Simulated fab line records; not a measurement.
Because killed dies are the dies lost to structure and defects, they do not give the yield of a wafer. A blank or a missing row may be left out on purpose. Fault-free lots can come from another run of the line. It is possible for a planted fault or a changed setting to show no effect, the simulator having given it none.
Which of the tools did it? / flow gf180mcu / 41 wafers from 15 lots sampled at 4 of the route's 602 steps

## WHAT THE GAUGES SHOWED, per wafer
GF_HV_LDD_TW_MEAS_38.
lot=L150; measured=day 11 13:19; on=film_metro-04; HV_LDD_3_TW=1433 1420 1423
lot=L151; measured=day 11 19:46; on=film_metro-01; HV_LDD_3_TW=1402 1414 1409
lot=L152; measured=day 11 23:03; on=film_metro-03; HV_LDD_3_TW=1466 1455 1462
lot=L153; measured=day 12 09:49; on=film_metro-01; HV_LDD_3_TW=1403 1408 1403
lot=L154; measured=day 12 14:59; on=film_metro-04; HV_LDD_3_TW=1416 1419
lot=L156; measured=day 13 08:45; on=film_metro-04; HV_LDD_3_TW=1417 1415 1412
lot=L157; measured=day 14 05:38; on=film_metro-01; HV_LDD_3_TW=1421 1419 1419
lot=L158; measured=day 14 05:56; on=film_metro-03; HV_LDD_3_TW=1471 1469 1473
lot=L159; measured=day 14 16:35; on=film_metro-03; HV_LDD_3_TW=1469 1470 1470
lot=L160; measured=day 15 13:05; on=film_metro-03; HV_LDD_3_TW=1463 1475 1467
lot=L165; measured=day 16 19:59; on=film_metro-01; HV_LDD_3_TW=1423 1410
lot=L169; measured=day 17 17:41; on=film_metro-04; HV_LDD_3_TW=1420 1423
lot=L170; measured=day 17 23:46; on=film_metro-03; HV_LDD_3_TW=1470 1460
lot=L171; measured=day 18 08:55; on=film_metro-03; HV_LDD_3_TW=1463 1458 1467
lot=L173; measured=day 18 23:42; on=film_metro-04; HV_LDD_3_TW=1423 1426 1424

GF_PSD_TW_MEAS_11.
lot=L150; measured=day 14 00:54; on=film_metro-03; PSD_TW=3262 3262 3249
lot=L151; measured=day 14 08:50; on=film_metro-02; PSD_TW=3184 3199 3190
lot=L152; measured=day 14 15:08; on=film_metro-03; PSD_TW=3261 3251 3252
lot=L153; measured=day 15 01:52; on=film_metro-03; PSD_TW=3261 3247 3267
lot=L154; measured=day 15 07:43; on=film_metro-02; PSD_TW=3175 3171
lot=L156; measured=day 16 03:16; on=film_metro-02; PSD_TW=3191 3195 3179
lot=L157; measured=day 17 01:37; on=film_metro-04; PSD_TW=3144 3147 3142
lot=L158; measured=day 17 02:34; on=film_metro-03; PSD_TW=3263 3253 3254
lot=L159; measured=day 17 15:16; on=film_metro-04; PSD_TW=3144 3154 3162
lot=L160; measured=day 18 14:26; on=film_metro-02; PSD_TW=3191 3191 3177
lot=L165; measured=day 19 23:20; on=film_metro-03; PSD_TW=3251 3235
lot=L169; measured=day 20 20:52; on=film_metro-03; PSD_TW=3265 3277
lot=L170; measured=day 21 03:28; on=film_metro-03; PSD_TW=3224 3236
lot=L171; measured=day 21 12:44; on=film_metro-02; PSD_TW=3202 3201 3200
lot=L173; measured=day 22 04:23; on=film_metro-04; PSD_TW=3131 3113 3122

GF_SAB_THK_MEAS_01.
lot=L150; measured=day 14 01:21; on=film_metro-02; SAB_CVD_00_THK (nm)=50.3 50.7 51.1
lot=L151; measured=day 14 09:17; on=film_metro-01; SAB_CVD_00_THK (nm)=48.5 50.3 49.4
lot=L152; measured=day 14 15:35; on=film_metro-01; SAB_CVD_00_THK (nm)=50.2 48.5 50.0
lot=L153; measured=day 15 02:19; on=film_metro-02; SAB_CVD_00_THK (nm)=50.4 49.2 51.1
lot=L154; measured=day 15 08:10; on=film_metro-01; SAB_CVD_00_THK (nm)=50.6 50.1
lot=L156; measured=day 16 03:43; on=film_metro-01; SAB_CVD_00_THK (nm)=51.0 51.1 51.3
lot=L157; measured=day 17 02:05; on=film_metro-04; SAB_CVD_00_THK (nm)=48.7 48.8 49.3
lot=L158; measured=day 17 03:01; on=film_metro-04; SAB_CVD_00_THK (nm)=49.8 50.4 50.9
lot=L159; measured=day 17 15:43; on=film_metro-04; SAB_CVD_00_THK (nm)=49.8 49.0 50.2
lot=L160; measured=day 18 14:53; on=film_metro-02; SAB_CVD_00_THK (nm)=49.5 50.6 50.5
lot=L165; measured=day 19 23:48; on=film_metro-01; SAB_CVD_00_THK (nm)=38.7 49.5
lot=L169; measured=day 20 21:22; on=film_metro-01; SAB_CVD_00_THK (nm)=38.4 38.7
lot=L170; measured=day 21 03:55; on=film_metro-01; SAB_CVD_00_THK (nm)=38.3 38.7
lot=L171; measured=day 21 13:11; on=film_metro-02; SAB_CVD_00_THK (nm)=49.4 49.6 49.1
lot=L173; measured=day 22 04:53; on=film_metro-02; SAB_CVD_00_THK (nm)=49.9 50.3 50.6

## EACH LOT AND THE TOOL THAT RAN IT (in order: tool; ch and the chambers of the sampled wafers; start)
lot=L150; GF_SAB_CVD_00=pecvd-03 ch 0,1,2, day 14 01:19
lot=L151; GF_SAB_CVD_00=pecvd-01 ch 0,1, day 14 09:16
lot=L152; GF_SAB_CVD_00=pecvd-01 ch 0,1, day 14 15:33
lot=L153; GF_SAB_CVD_00=pecvd-03 ch 0,2, day 15 02:18
lot=L154; GF_SAB_CVD_00=pecvd-01 ch 0,1, day 15 08:07
lot=L156; GF_SAB_CVD_00=pecvd-02 ch 1,2, day 16 03:42
lot=L157; GF_SAB_CVD_00=pecvd-01 ch 1,2, day 17 02:04
lot=L158; GF_SAB_CVD_00=pecvd-03 ch 1,2, day 17 03:00
lot=L159; GF_SAB_CVD_00=pecvd-02 ch 0,2, day 17 15:42
lot=L160; GF_SAB_CVD_00=pecvd-03 ch 1,2, day 18 14:51
lot=L165; GF_SAB_CVD_00=pecvd-03 ch 1,2, day 19 23:46
lot=L169; GF_SAB_CVD_00=pecvd-03 ch 0,2, day 20 21:20
lot=L170; GF_SAB_CVD_00=pecvd-03 ch 1,2, day 21 03:54
lot=L171; GF_SAB_CVD_00=pecvd-01 ch 0,1,2, day 21 13:10
lot=L173; GF_SAB_CVD_00=pecvd-02 ch 0,2, day 22 04:51
- GF_SAB_CVD_00: deposits SiO2 from TEOS, target thk 50 nm, time 4.9302 s.

## AS READ BY THE TOOLS THEMSELVES (means over the sampled wafers that have a number; for cases with no such wafer, the mark the record gives instead)
GF_SAB_CVD_00.
lot=L150; tool=pecvd-03; heater_power_outer_w (W)=453; heater_power_w (W)=773
lot=L151; tool=pecvd-01; heater_power_outer_w (W)=308; heater_power_w (W)=597
lot=L152; tool=pecvd-01; heater_power_outer_w (W)=361; heater_power_w (W)=661
lot=L153; tool=pecvd-03; heater_power_outer_w (W)=463; heater_power_w (W)=818
lot=L154; tool=pecvd-01; heater_power_outer_w (W)=341; heater_power_w (W)=646
lot=L156; tool=pecvd-02; heater_power_outer_w (W)=407; heater_power_w (W)=717
lot=L157; tool=pecvd-01; heater_power_outer_w (W)=374; heater_power_w (W)=687
lot=L158; tool=pecvd-03; heater_power_outer_w (W)=455; heater_power_w (W)=821
lot=L159; tool=pecvd-02; heater_power_outer_w (W)=381; heater_power_w (W)=661
lot=L160; tool=pecvd-03; heater_power_outer_w (W)=463; heater_power_w (W)=797
lot=L165; tool=pecvd-03; heater_power_outer_w (W)=440; heater_power_w (W)=788
lot=L169; tool=pecvd-03; heater_power_outer_w (W)=452; heater_power_w (W)=778
lot=L170; tool=pecvd-03; heater_power_outer_w (W)=444; heater_power_w (W)=785
lot=L171; tool=pecvd-01; heater_power_outer_w (W)=377; heater_power_w (W)=682
lot=L173; tool=pecvd-02; heater_power_outer_w (W)=340; heater_power_w (W)=624

## THE ANSWER, worked out from the rows above alone
Rule: usual is defined by the lots themselves. Put in order of their means at a reading, lots are off if they are a third of the lots or fewer, leave a main group of 4 or more, and stand apart from it by a gap of 3 or more times the standard deviation of the main group's means; of several such gaps the widest counts. Not used: any main group whose means are identical at the precision the tables above print for the reading. A lot without any number at a reading at which 4 lots or more have one is off too. All remaining lots with rows at the step are treated as sound. After the gauges, taken in route order, come the tools' own readings; for these a lot's mean is taken, as printed above. The first step at which some lot is off is used, and at that step the reading that is off furthest; a lot without a number counts as furthest.
Off: L165, L169, L170, at GF_SAB_THK_MEAS_01 (SAB_CVD_00_THK). The main group has a mean of 50.0 nm with a standard deviation of 0.6.
If a tool, at a process step before that reading, ran all the lots that are off and no sound lot after the first of them, it fits. Those tools and the gauges at GF_SAB_THK_MEAS_01 are tried in the same way. This does not decide it: 2 tools fit, namely pecvd-03 at GF_SAB_CVD_00 and film_metro-01 at GF_SAB_THK_MEAS_01.

## WHAT THE SIMULATOR HAD INSERTED
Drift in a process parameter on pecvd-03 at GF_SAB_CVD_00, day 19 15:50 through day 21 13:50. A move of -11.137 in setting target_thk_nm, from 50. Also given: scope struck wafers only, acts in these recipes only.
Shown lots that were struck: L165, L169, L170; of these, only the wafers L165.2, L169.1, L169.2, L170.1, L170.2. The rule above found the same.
